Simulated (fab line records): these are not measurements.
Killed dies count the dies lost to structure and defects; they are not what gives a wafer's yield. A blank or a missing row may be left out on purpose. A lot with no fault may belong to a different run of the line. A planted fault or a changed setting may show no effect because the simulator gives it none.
Matching of chambers + flow sky130 + 4 sister chambers for SKY_VIA2_ETCH_14 on rie-diel-03
The step etches BARC in N2/H2, stops on SiO2, time 45.9 s, target depth 60 nm. 8 wafers are shown with their chamber, then 8 later ones without.

== WAFERS WITH THEIR CHAMBER ==
| wafer  | chamber | drypump-motor-current-A (A) | oes-product-au (a.u.) |
|--------|---------|-----------------------------|-----------------------|
| L084.6 | 3       | 6.1                         | 0.847                 |
| L081.2 | 1       | 5.2                         | 0.857                 |
| L087.2 | 0       | 5.7                         | 0.853                 |
| L087.5 | 1       | 5.2                         | 0.855                 |
| L089.1 | 0       | 5.7                         | 0.849                 |
| L089.2 | 3       | 6.2                         | 0.840                 |
| L089.4 | 2       | 5.8                         | 0.845                 |
| L090.2 | 2       | 5.8                         | 0.853                 |

== WAFERS WITH NO CHAMBER GIVEN ==
| wafer  | drypump-motor-current-A (A) | oes-product-au (a.u.) |
|--------|-----------------------------|-----------------------|
| L090.4 | 5.7                         | 0.860                 |
| L090.6 | 5.8                         | 0.854                 |
| L093.1 | 5.6                         | 0.858                 |
| L093.2 | 5.8                         | 0.856                 |
| L093.3 | 5.2                         | 0.850                 |
| L094.2 | 5.8                         | 0.857                 |
| L094.4 | 5.1                         | 0.852                 |
| L094.5 | 5.6                         | 0.856                 |

== WHICH CHAMBER EACH ONE RAN IN ==
| wafer  | from the rows above     | in truth |
|--------|-------------------------|----------|
| L090.4 | can't be placed: 0 or 2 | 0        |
| L090.6 | can't be placed: 2 or 0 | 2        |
| L093.1 | 0                       | 0        |
| L093.2 | can't be placed: 2 or 0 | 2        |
| L093.3 | 1                       | 1        |
| L094.2 | can't be placed: 2 or 0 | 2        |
| L094.4 | 1                       | 1        |
| L094.5 | 0                       | 0        |
Placed correctly: 4 of 8. Cannot be placed on the basis of these rows: 4; the candidates contain the true chamber in 4. Number placed wrongly: 0.
How it was worked out, from the rows above alone: a wafer's distance from a chamber is the root of the sum, over the readings, of the square of ((its reading less the chamber's mean) divided by the reading's scatter). The wafer belongs to the nearest chamber; if the next one is less than 2 further off, it can't be placed. For every chamber, the mean is computed from those of its wafers that are shown. The scatter: the root of (the sum of the squares of (reading less its chamber's mean) over the shown wafers, divided by (wafers less chambers)).
